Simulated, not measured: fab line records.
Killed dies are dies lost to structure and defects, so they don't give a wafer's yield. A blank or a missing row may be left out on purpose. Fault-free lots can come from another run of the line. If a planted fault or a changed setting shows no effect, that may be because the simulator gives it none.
Struck lot and sound lot, side by side || flow sky130 || 15 steps out of a route of 708
Sound: wafers L773.2, L773.3, L773.6. The struck wafers were L781.2, L781.4, L781.6. The cause comes at the end.
Each step with rows lists, per side, the tool, then ch with its chambers, then its first start. Under that, the readings that differ: sound wafers || struck wafers || difference of the means || sigmas: that difference in standard deviations of wafers without a fault.
alike: words and numbers the same on both sides, and readings whose means are apart by under 2 such deviations; not compared: readings that were withheld, readings missing a value for some wafer, numbers with overlapping values and no deviation given by the record, and bounds like >300 which may hide the same value.
A row with sigmas, a row that says differs or no value, or rows on one side alone: a step with any of these is where the two part. Non-overlapping numbers with no deviation appear without sigmas and do not part them. Lack of a reading on every wafer of one side parts them only where that side has two or more wafers.

SKY_METAL1_DESCUM_17: chemistry O2, time 8 s.
  sound on rieMetal-03 ch 0, day 32 08:31; struck on rieMetal-03 ch 1, day 35 13:11
  alike: drypumpMotorCurrentA, oesProductAu
  not compared: rfHoursCounterH
SKY_METAL1_ETCH_18: etches BARC in N2/H2, stops on SiO2, time 45.9 s, target depth 60 nm.
  sound on rieMetal-03 ch 0, day 32 08:36; struck on rieMetal-03 ch 1, day 35 13:16
  alike: drypumpMotorCurrentA, h2FlowSccm, oesProductAu, throttleValvePct
  not compared: rfHoursCounterH
SKY_METAL1_METAL_ETCH_19: etches the open film in Cl2/BCl3, stops on SiO2, target depth 360 nm, time 78 s.
  sound on rieMetal-03 ch 0, day 32 08:44; struck on rieMetal-03 ch 1, day 35 13:23
  alike: drypumpMotorCurrentA, oesProductAu, throttleValvePct
  not compared: rfHoursCounterH
SKY_METAL1_STRIP_20: strips in O2/N2.
  sound on plasmaAsher-01 ch 0,1, day 32 08:53; struck on plasmaAsher-01 ch 0,1, day 35 13:32
  alike: drypumpMotorCurrentA, o2FlowSccm, oesProductAu, stripTimeToEndpointS
  not compared: rfHoursCounterH
then, 4 steps without rows for these wafers: SKY_METAL1_STRIP_21 (strips in post etch residue remover, time 1200 s); SKY_METAL1_CLEAN_22 (cleans in IPA, time 180 s); SKY_METAL1_CLEAN_23 (cleans in O3/DIW); SKY_VIA1_HDPCVD_00 (deposits SiO2, target thk 1030 nm, time 171.7 s).
SKY_VIA1_THK_MEAS_01:
  sound: filmMetro-01 at day 32 09:36; struck: filmMetro-04 at day 35 14:16
  alike: VIA1_HDPCVD_THK
SKY_VIA1_CMP_02: polishes SiO2.
  sound on cmp-01 ch 1,2,3, day 32 09:45; struck on cmp-01 ch 0,1, day 35 14:22
  alike: motorCurrentA, retainingRingPressureFrac
SKY_VIA1_BOW_MEAS_03:
  sound: filmMetro-04 at day 32 09:58; struck: filmMetro-02 at day 35 14:38
  alike: VIA1_BOW
then, 1 step without rows for these wafers: SKY_VIA1_DEHYDRATE_04 (time 60 s).
SKY_VIA1_HMDS_05: prime time 60 s.
  sound on lithoTrack-01 ch 0, day 32 22:48; struck on lithoTrack-03 ch 0, day 36 03:49
{"reading": "primeTempC (C)", "sound": "120.15 120.20 120.06", "struck": "126.30 126.56 126.21", "difference": "+6.22", "sigmas": "+52"}
then, 1 step without rows for these wafers: SKY_VIA1_COAT_06 (resist thk 60 nm).
-- the record jumps here: 12 days lie between the struck wafers' starts before and after (it left off in module VIA1 and takes up again in module PAD_OPEN, whose first step shown is number 708 of the route) --
SKY_PAD_OPEN_PROBE_99:
  sound: prober-01 at day 45 07:50; struck: prober-02 at day 47 19:47
  alike: defectLimitedYield, killed_at_M0_to_M3, killed_at_M4_up, killedAtContacts, killedAtFrontEnd, killedAtOther, killedDies, killedOpen, killedShort, sort_bin_3_pad_short, sort_bin_5_function, sort_bin_6_memory, sortNPass, sortYieldPct

== WHERE THEY PART ==
At SKY_VIA1_HMDS_05 and nowhere else, as far as this record goes. Later steps at which nothing parts them and some readings are alike: SKY_PAD_OPEN_PROBE_99.

WHY: what the simulator had put in
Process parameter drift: lithoTrack-03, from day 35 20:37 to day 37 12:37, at SKY_VIA1_HMDS_05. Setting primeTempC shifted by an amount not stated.
